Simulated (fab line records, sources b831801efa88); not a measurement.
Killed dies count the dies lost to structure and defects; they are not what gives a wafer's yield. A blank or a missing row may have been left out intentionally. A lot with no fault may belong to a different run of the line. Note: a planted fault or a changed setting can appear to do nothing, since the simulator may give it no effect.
Which tool did it? + flow gf180mcu + 14 lots, 42 wafers sampled, at 4 steps of a route of 602

== WHAT THE GAUGES READ, wafer by wafer ==
GF_STI_THK_MEAS_30. Usual: STI_OXIDATION_02_THK 10.29 nm, standard deviation 0.19.
| lot  | measured    | on           | STI_OXIDATION_02_THK (nm) | flag |
|------|-------------|--------------|---------------------------|------|
| L635 | day 2 10:30 | filmMetro-02 | 10.30 10.20 10.33         |      |
| L636 | day 2 16:14 | filmMetro-03 | 10.44 10.64 10.66         |      |
| L638 | day 3 02:50 | filmMetro-02 | 10.23 9.92 9.97           |      |
| L639 | day 3 04:14 | filmMetro-03 | 10.23 10.56 10.37         |      |
| L641 | day 3 15:20 | filmMetro-03 | 10.53 10.49 10.34         |      |
| L643 | day 4 03:18 | filmMetro-02 | 10.40 10.54 10.44         |      |
| L644 | day 4 04:46 | filmMetro-03 | 10.06 10.10 10.26         |      |
| L645 | day 4 10:20 | filmMetro-03 | 9.90 10.12 10.14          |      |
| L646 | day 4 15:31 | filmMetro-02 | 10.05 9.98 10.02          |      |
| L649 | day 5 06:58 | filmMetro-01 | 10.67 10.41 10.44         |      |
| L650 | day 5 10:41 | filmMetro-01 | 10.16 10.11 10.17         |      |
| L655 | day 6 12:46 | filmMetro-02 | 10.25 10.33 10.36         |      |
| L656 | day 6 18:09 | filmMetro-03 | 10.18 10.34 10.11         |      |
| L657 | day 6 23:52 | filmMetro-03 | 10.47 10.42 10.35         |      |

GF_HV_LDD_OVL_MEAS_47. Usual: HV_LDD_03_OVL -0.2 nm, standard deviation 1.4.
| lot  | measured     | on         | HV_LDD_03_OVL (nm) | flag |
|------|--------------|------------|--------------------|------|
| L635 | day 12 13:38 | overlay-01 | -0.6 -2.9 -0.7     |      |
| L636 | day 12 22:04 | overlay-01 | 0.3 0.1 1.0        |      |
| L638 | day 13 13:11 | overlay-01 | -2.5 -1.5 -3.7     |      |
| L639 | day 13 20:53 | overlay-02 | -0.5 -1.0 -0.6     |      |
| L641 | day 14 10:44 | overlay-01 | 2.4 0.9 2.0        |      |
| L643 | day 15 01:55 | overlay-01 | -1.4 -1.7 -2.0     |      |
| L644 | day 15 05:43 | overlay-01 | -0.1 0.0 -1.1      |      |
| L645 | day 15 16:19 | overlay-02 | -0.2 0.5 1.0       |      |
| L646 | day 15 22:04 | overlay-02 | 0.2 0.1 -0.6       |      |
| L649 | day 17 00:08 | overlay-02 | 0.4 2.1 1.0        |      |
| L650 | day 17 08:12 | overlay-01 | 2.8 0.5 0.5        |      |
| L655 | day 18 23:34 | overlay-02 | 1.2 1.0 0.2        |      |
| L656 | day 19 10:37 | overlay-01 | -0.3 0.8 -0.7      |      |
| L657 | day 19 20:55 | overlay-01 | -0.5 -0.5 -0.2     |      |

GF_HV_LDD_TW_MEAS_50. Usual: HV_LDD_4_TW 569, standard deviation 7.4.
| lot  | measured     | on           | HV_LDD_4_TW | flag |
|------|--------------|--------------|-------------|------|
| L635 | day 12 13:55 | filmMetro-03 | 566 563 563 |      |
| L636 | day 12 22:22 | filmMetro-03 | 565 564 561 |      |
| L638 | day 13 13:28 | filmMetro-04 | 581 578 577 |      |
| L639 | day 13 21:10 | filmMetro-01 | 562 564 562 |      |
| L641 | day 14 11:01 | filmMetro-04 | 582 579 582 |      |
| L643 | day 15 02:13 | filmMetro-01 | 564 565 565 |      |
| L644 | day 15 06:01 | filmMetro-04 | 575 578 578 |      |
| L645 | day 15 16:37 | filmMetro-03 | 565 565 562 |      |
| L646 | day 15 22:22 | filmMetro-04 | 578 579 579 |      |
| L649 | day 17 00:25 | filmMetro-03 | 564 562 565 |      |
| L650 | day 17 08:29 | filmMetro-01 | 555 560 562 |      |
| L655 | day 18 23:52 | filmMetro-03 | 563 562 565 |      |
| L656 | day 19 10:54 | filmMetro-04 | 577 576 576 |      |
| L657 | day 19 21:13 | filmMetro-01 | 562 560 564 |      |

== TOOL THAT RAN EACH LOT (tool first, then ch and the chambers of the sampled wafers, then the start) ==
| lot  | GF_VT_IMPLANT_SOFTBAKE_14        |
|------|----------------------------------|
| L635 | lithoTrack-02 ch 0, day 6 01:53  |
| L636 | lithoTrack-01 ch 0, day 6 09:59  |
| L638 | lithoTrack-01 ch 0, day 6 20:49  |
| L639 | lithoTrack-03 ch 0, day 7 00:02  |
| L641 | lithoTrack-02 ch 0, day 7 13:44  |
| L643 | lithoTrack-02 ch 0, day 8 02:27  |
| L644 | lithoTrack-03 ch 0, day 8 06:46  |
| L645 | lithoTrack-01 ch 0, day 8 12:23  |
| L646 | lithoTrack-01 ch 0, day 8 18:29  |
| L649 | lithoTrack-01 ch 0, day 9 14:07  |
| L650 | lithoTrack-01 ch 0, day 9 19:02  |
| L655 | lithoTrack-03 ch 0, day 11 02:19 |
| L656 | lithoTrack-03 ch 0, day 11 10:28 |
| L657 | lithoTrack-02 ch 0, day 11 16:44 |
- GF_VT_IMPLANT_SOFTBAKE_14: time 60 s.

== AS READ BY THE TOOLS THEMSELVES (means over the sampled wafers that have a number; for cases with no such wafer, the mark the record gives instead) ==
GF_VT_IMPLANT_SOFTBAKE_14. Usual: heaterPowerTotalW 56.60 W, standard deviation 0.047; runLengthS 89.17 s, standard deviation 0.27.
| lot  | tool          | heaterPowerTotalW (W) | runLengthS (s) | flag |
|------|---------------|-----------------------|----------------|------|
| L635 | lithoTrack-02 | 56.60                 | 89.45          |      |
| L636 | lithoTrack-01 | 56.60                 | 88.92          |      |
| L638 | lithoTrack-01 | 56.60                 | 88.88          |      |
| L639 | lithoTrack-03 | 56.59                 | 89.08          |      |
| L641 | lithoTrack-02 | 56.54                 | 89.53          |      |
| L643 | lithoTrack-02 | 56.56                 | 89.39          |      |
| L644 | lithoTrack-03 | 56.60                 | 89.06          |      |
| L645 | lithoTrack-01 | 56.63                 | 88.97          |      |
| L646 | lithoTrack-01 | 56.59                 | 88.97          |      |
| L649 | lithoTrack-01 | 60.05                 | 78.67          | OFF  |
| L650 | lithoTrack-01 | 60.02                 | 78.73          | OFF  |
| L655 | lithoTrack-03 | 56.59                 | 89.06          |      |
| L656 | lithoTrack-03 | 56.59                 | 89.11          |      |
| L657 | lithoTrack-02 | 56.59                 | 89.44          |      |

== THE ANSWER, worked out from the rows above alone ==
Rule: lot off if the mean of its wafers having a number is beyond 3 standard deviations from the usual mean. A lot without any number at a reading at which 4 lots or more have one is off too. Where the step has rows for the other lots, those lots are counted as sound. First the gauges in route order, then the tools' own readings, where a lot's mean is used as printed above. At the first step where some lot is off, the reading lying furthest off is the one used; lots without a number count as furthest.
Off: L649, L650 (GF_VT_IMPLANT_SOFTBAKE_14, heaterPowerTotalW).
A tool fits if, at that step or a process step before it, it ran every lot that is off, and no sound lot after the first of them. One fits: GF_VT_IMPLANT_SOFTBAKE_14 on lithoTrack-01. Its last sound lot is L646 (day 8 18:29), its first lot that is off L649 (day 9 14:07): a fault that began between those two fits.
The tool's own readings at GF_VT_IMPLANT_SOFTBAKE_14 bear it out: on the lots that are off they differ by more than 5 times the standard deviation of the sound lots' means. heaterPowerTotalW reads 60.03 W there against 56.59 W on the sound lots; runLengthS reads 78.70 s there against 89.16 s on the sound lots.

== WHAT THE SIMULATOR PUT IN ==
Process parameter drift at GF_VT_IMPLANT_SOFTBAKE_14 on lithoTrack-01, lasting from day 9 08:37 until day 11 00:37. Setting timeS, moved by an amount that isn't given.
Struck lots among those shown: L649, L650. The rule above found the same.
